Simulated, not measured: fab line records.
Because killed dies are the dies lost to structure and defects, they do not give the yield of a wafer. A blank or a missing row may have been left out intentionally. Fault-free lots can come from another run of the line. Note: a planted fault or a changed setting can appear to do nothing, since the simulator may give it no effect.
What tool caused it?	flow gf180mcu	42 wafers from 14 lots sampled at 5 of the route's 602 steps

== WHAT THE GAUGES READ, wafer by wafer ==
GF_STI_THK_MEAS_04.
lot	measured	on	STI_CVD_03_THK (nm)
L653	day 1 14:34	film metro-02	207.4 207.9 209.4
L654	day 1 18:46	film metro-01	209.8 208.5 208.6
L655	day 2 00:31	film metro-01	209.7 209.8 211.4
L656	day 2 05:41	film metro-01	206.3 207.5 206.2
L660	day 3 01:13	film metro-03	209.1 210.1 209.2
L661	day 3 05:34	film metro-02	208.1 208.1 208.6
L662	day 3 11:30	film metro-01	206.6 204.8 206.1
L663	day 3 15:34	film metro-03	206.3 205.2 204.1
L665	day 4 01:34	film metro-01	212.1 209.5 209.8
L666	day 4 07:19	film metro-01	208.4 207.9 206.9
L667	day 4 11:34	film metro-03	308.5 308.4 309.3 308.4 308.8 309.4
L669	day 4 22:07	film metro-02	205.2 206.6 208.5
L670	day 5 02:34	film metro-01	306.8 308.6 306.3 306.9 308.3 306.1
L673	day 5 18:33	film metro-03	204.0 205.4 204.8

GF_HV_LDD_CD_MEAS_46 targets a cd of 400 nm.
lot	measured	on	cd nm (nm)
L653	day 12 15:17	cd sem-01	397.9 397.5 398.1
L654	day 12 16:37	cd sem-01	400.1 399.4 398.2
L655	day 13 00:49	cd sem-01	396.1 396.6 396.3
L656	day 13 11:26	cd sem-01	399.8 400.7 399.1
L660	day 14 16:15	cd sem-02	399.8 396.0 399.5
L661	day 14 20:58	cd sem-02	401.9 404.7 403.8
L662	day 15 09:36	cd sem-02	397.0 400.5 397.8
L663	day 15 15:52	cd sem-02	399.9 399.4 402.3
L665	day 16 10:08	cd sem-01	400.6 400.0 398.2
L666	day 16 15:05	cd sem-01	399.4 402.5 400.4
L669	day 17 11:43	cd sem-02	400.9 402.0 400.2
L673	day 18 22:29	cd sem-01	400.6 399.0 398.5

GF_CONTACT_OVL_MEAS_15.
lot	measured	on	CONTACT_OVL (nm)
L653	day 16 09:04	overlay-01	0 -6 -4
L654	day 16 11:16	overlay-01	-1 -3 2
L655	day 16 19:10	overlay-02	-8 -1 -3
L656	day 17 05:52	overlay-01	0 2 0
L660	day 18 13:25	overlay-01	12 8 10
L661	day 18 19:10	overlay-01	9 3 -4
L662	day 19 09:16	overlay-01	-7 -10 -1
L663	day 19 16:27	overlay-01	0 -3 -3
L665	day 20 12:25	overlay-01	-7 0 1
L666	day 20 18:18	overlay-02	-3 1 -6
L669	day 21 17:07	overlay-01	-10 -4 -5
L673	day 23 02:48	overlay-01	6 0 5

GF_M1_CD_MEAS_14 targets a cd of 230 nm.
lot	measured	on	cd nm (nm)
L653	day 17 07:27	cd sem-01	229.6 228.5 229.5
L654	day 17 09:10	cd sem-02	229.4 230.5 229.7
L655	day 17 18:05	cd sem-02	229.4 229.4 229.1
L656	day 18 06:02	cd sem-02	228.2 228.1 228.3
L660	day 19 14:50	cd sem-02	232.4 232.9 232.9
L661	day 19 20:20	cd sem-02	230.3 230.4 231.0
L662	day 20 10:49	cd sem-01	228.9 229.6 229.3
L663	day 20 18:26	cd sem-01	230.5 229.8 229.9
L665	day 21 14:02	cd sem-01	232.4 232.5 231.7
L666	day 21 19:16	cd sem-02	230.9 231.1 230.8
L669	day 22 17:20	cd sem-01	230.3 230.6 229.0
L673	day 24 02:43	cd sem-02	226.3 227.5 226.4

== EACH LOT AND THE TOOL THAT RAN IT (in order: tool; ch and the chambers of the sampled wafers; start) ==
lot	GF_STI_CVD_03
L653	lpcvd-02 ch 1, day 1 12:34
L654	lpcvd-02 ch 1, day 1 16:46
L655	lpcvd-02 ch 0, day 1 22:32
L656	lpcvd-01 ch 1, day 2 03:41
L660	lpcvd-01 ch 0, day 2 23:14
L661	lpcvd-02 ch 1, day 3 03:34
L662	lpcvd-02 ch 1, day 3 09:31
L663	lpcvd-02 ch 1, day 3 13:34
L665	lpcvd-01 ch 0, day 3 23:34
L666	lpcvd-02 ch 0, day 4 05:17
L667	lpcvd-01 ch 0, day 4 09:34
L669	lpcvd-02 ch 0, day 4 20:07
L670	lpcvd-01 ch 1, day 5 00:34
L673	lpcvd-02 ch 1, day 5 15:34
- GF_STI_CVD_03: deposits Si3N4 from DCS/NH3, target thk 207.16 nm, time 3551 s.

== AS READ BY THE TOOLS THEMSELVES (means over the sampled wafers that have a number; for cases with no such wafer, the mark the record gives instead) ==
GF_STI_CVD_03.
lot	tool	spike tc bottom C (C)	spike tc top C (C)	spike tc upper C (C)
L653	lpcvd-02	793.9	782	772.8
L654	lpcvd-02	793.9	782	771.0
L655	lpcvd-02	790.9	780	768.5
L656	lpcvd-01	793.9	790	769.1
L660	lpcvd-01	790.0	787	771.7
L661	lpcvd-02	793.8	783	771.3
L662	lpcvd-02	794.0	782	770.8
L663	lpcvd-02	792.7	782	772.0
L665	lpcvd-01	789.9	786	771.7
L666	lpcvd-02	791.3	780	769.0
L667	lpcvd-01	790.2	786	770.9
L669	lpcvd-02	791.0	780	768.8
L670	lpcvd-01	794.0	790	769.3
L673	lpcvd-02	794.0	783	771.3

== THE ANSWER, worked out from the rows above alone ==
Rule: the usual values come from the lots themselves. The widest of any qualifying gaps counts: lots, ordered by their means at a reading, are off when they make up no more than a third of the lots, leave a main group of 4 or more, and stand apart from it by 3 or more times the standard deviation of that group's means. A main group is skipped when, at the precision printed for the reading in the tables above, its means are all equal. A lot without any number at a reading at which 4 lots or more have one is off too. All remaining lots with rows at the step are treated as sound. Order of review: gauges by route order, followed by the tools' own readings, for which a lot's mean as printed above is used. At the first step where some lot is off, the reading lying furthest off is the one used; lots without a number count as furthest.
Off: at GF_STI_THK_MEAS_04 (STI_CVD_03_THK), L667, L670. For the main group the mean is 207.7 nm and the standard deviation 1.8.
If a tool, at a process step before that reading, ran all the lots that are off and no sound lot after the first of them, it fits. The gauges at GF_STI_THK_MEAS_04 are tried like those tools. One fits: lpcvd-01 at GF_STI_CVD_03. A fault onset in the window from L665 (day 3 23:34, its last sound lot) to L667 (day 4 09:34, its first lot off) fits.

== WHAT WAS PUT IN BY THE SIMULATOR ==
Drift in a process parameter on lpcvd-01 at GF_STI_CVD_03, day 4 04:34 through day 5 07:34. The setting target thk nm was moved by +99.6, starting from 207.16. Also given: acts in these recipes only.
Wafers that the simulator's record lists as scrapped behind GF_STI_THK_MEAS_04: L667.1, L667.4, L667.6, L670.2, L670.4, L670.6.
Struck lots among those shown: L667, L670. The rule above found the same.
